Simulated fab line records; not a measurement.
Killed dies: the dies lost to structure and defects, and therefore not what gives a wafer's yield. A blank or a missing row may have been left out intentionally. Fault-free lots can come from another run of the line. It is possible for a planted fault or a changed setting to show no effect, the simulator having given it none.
A lot that was struck, set against a sound lot | flow sfq-line | 14 steps out of a route of 325
Sound: the wafers L243.3, L243.4, L243.5. Struck: wafer L256.3. (L256.4, L256.6 of the same lot were not struck and are left out.) The cause comes at the end.
For every step that has rows: the tool of each side, followed by ch and its chambers, followed by its first start. Under that, the readings that differ: sound wafers | struck wafers | difference of the means | sigmas: that difference in standard deviations of wafers without a fault.
alike: words and numbers the same on both sides, and readings whose means are apart by under 2 such deviations; not compared: readings that were withheld, readings missing a value for some wafer, numbers with overlapping values and no deviation given by the record, and bounds like >300 which may hide the same value.
A row with sigmas, a row that says differs or no value, or rows on one side alone: a step with any of these is where the two part. When numbers do not overlap yet have no deviation, they are printed without sigmas and do not part them. A reading missing from all wafers of one side parts the sides only when that side holds two or more wafers.

first, 1 step without rows for these wafers: SFQ_TRILAYER_M2_STRIP_SOLV_CLEAN_062 (cleans in NMP, time 600 s).
SFQ_TRILAYER_I2_DEP_PECVD_063: deposits SiO2 from SiH4/N2O, time 111.11 s, target thk 500 nm.
  sound on pecvd-03 ch 1,2, day 22 20:44; struck on pecvd-01 ch 1, day 29 17:22
  alike: heater-power-w, throttle-valve-pct
SFQ_TRILAYER_I2_CMP_CMP_064: polishes SiO2.
  sound on cmp-01 ch 2,3, day 23 06:26; struck on cmp-02 ch 1, day 30 09:47
  alike: motor-current-A, slurry-flow-ml-min, time-to-endpoint-s
SFQ_I2_BOW_MEAS_917:
  sound: film-metro-01 at day 23 09:29; struck: film-metro-01 at day 30 12:50
  reading     | sound   | struck | difference | sigmas
  I2_BOW (um) | -9 9 12 | 24     | +20        | +2
SFQ_TRILAYER_I2_METRO_MEASURE_065:
  sound: film-metro-01 at day 23 09:58; struck: film-metro-01 at day 30 13:19
  alike: thk-nm
then, 6 steps without rows for these wafers: SFQ_TRILAYER_I2_VIA_LITHO_COAT_072 (resist thk 62 nm); SFQ_TRILAYER_I2_VIA_LITHO_COAT_067 (resist thk 650 nm); SFQ_TRILAYER_I2_VIA_LITHO_SOFTBAKE_071; SFQ_TRILAYER_I2_VIA_LITHO_EXPOSE_068 (exposes mask I2, target cd 500 nm); SFQ_TRILAYER_I2_VIA_LITHO_PEB_070 (peb time 60 s); SFQ_TRILAYER_I2_VIA_LITHO_DEVELOP_069 (time 60 s).
-- the record jumps here: 6 days lie between the struck wafers' starts before and after --
SFQ_I2_OVL_MEAS_918:
  sound: overlay-01 at day 30 03:11; struck: overlay-01 at day 36 19:07
  alike: I2_OVL
SFQ_TRILAYER_I2_VIA_BARC_OPEN_VIA_ETCH_096: etches BARC in O2, target depth 125 nm, time 41.7 s.
  sound on rie-diel-03 ch 1,2, day 30 03:13; struck on rie-diel-03 ch 2, day 36 19:09
  reading               | sound             | struck | difference | sigmas
  oes-product-au (a.u.) | 0.688 0.687 0.681 | 0.666  | -0.019     | -4
  run-length-s (s)      | 69.5 69.9 69.9    | 71.5   | +1.7       | +3
  alike: bias-w, drypump-motor-current-A
  not compared: rf-hours-counter-h
SFQ_TRILAYER_I2_VIA_ETCH_VIA_ETCH_070: etches SiO2 in CHF3, stops on Nb, target depth 260 nm.
  sound on rie-diel-03 ch 1,2, day 30 03:15; struck on rie-diel-03 ch 2, day 36 19:11
  alike: bias-w, drypump-motor-current-A, oes-product-au

## WHERE THEY PART
At SFQ_I2_BOW_MEAS_917 first; at SFQ_TRILAYER_I2_VIA_BARC_OPEN_VIA_ETCH_096 last (within this record only). Later steps at which nothing parts them and some readings are alike: SFQ_TRILAYER_I2_VIA_ETCH_VIA_ETCH_070.

WHY: what had been put in by the simulator
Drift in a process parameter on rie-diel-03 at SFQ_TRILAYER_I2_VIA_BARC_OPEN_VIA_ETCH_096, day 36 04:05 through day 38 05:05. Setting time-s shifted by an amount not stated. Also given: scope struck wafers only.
